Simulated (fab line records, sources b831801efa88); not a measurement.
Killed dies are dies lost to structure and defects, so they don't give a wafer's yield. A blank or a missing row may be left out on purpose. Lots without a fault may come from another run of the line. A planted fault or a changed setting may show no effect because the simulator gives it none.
Which tool did it? | flow gf180mcu | 6 lots, 18 wafers sampled, at 2 steps of a route of 602

WHAT THE GAUGES READ, wafer by wafer
GF_SAB_THK_MEAS_01.
lot  | measured     | on            | SAB_CVD_00_THK (nm)
L361 | day 14 20:16 | film_metro-02 | 50.3 49.5 51.0
L365 | day 16 16:14 | film_metro-02 | 49.9 50.5 51.4
L368 | day 17 17:50 | film_metro-03 | 50.2 49.8 49.8
L370 | day 18 08:40 | film_metro-02 | 49.7 51.0 51.9
L373 | day 19 05:44 | film_metro-02 | 48.8 50.3 50.2
L379 | day 21 14:55 | film_metro-03 | 52.7 51.3 50.5 52.6 51.3 50.5

WHICH TOOL RAN EACH LOT (tool, then ch and the chambers of the sampled wafers, then the start)
lot  | GF_SAB_CVD_00
L361 | pecvd-02 ch 0,1, day 14 20:15
L365 | pecvd-02 ch 1,2, day 16 16:11
L368 | pecvd-02 ch 0,1,2, day 17 17:49
L370 | pecvd-03 ch 0,2, day 18 08:38
L373 | pecvd-01 ch 1,2, day 19 05:41
L379 | pecvd-03 ch 0,1,2, day 21 14:54
- GF_SAB_CVD_00: deposits SiO2 from TEOS, target thk 50 nm, time 4.9302 s.

THE ANSWER, worked out from the rows above alone
Rule: what is usual is taken from the lots themselves. Put in order of their means at a reading, lots are off if they are a third of the lots or fewer, leave a main group of 4 or more, and stand apart from it by a gap of 3 or more times the standard deviation of the main group's means; of several such gaps the widest counts. A main group whose means are all the same, to the digits that the tables above print for the reading, isn't used. A lot without any number at a reading at which 4 lots or more have one is off too. The other lots that the step has rows for count as sound.
No lot is off at any reading shown: from this, nothing can be told.

WHAT THE SIMULATOR HAD PUT IN
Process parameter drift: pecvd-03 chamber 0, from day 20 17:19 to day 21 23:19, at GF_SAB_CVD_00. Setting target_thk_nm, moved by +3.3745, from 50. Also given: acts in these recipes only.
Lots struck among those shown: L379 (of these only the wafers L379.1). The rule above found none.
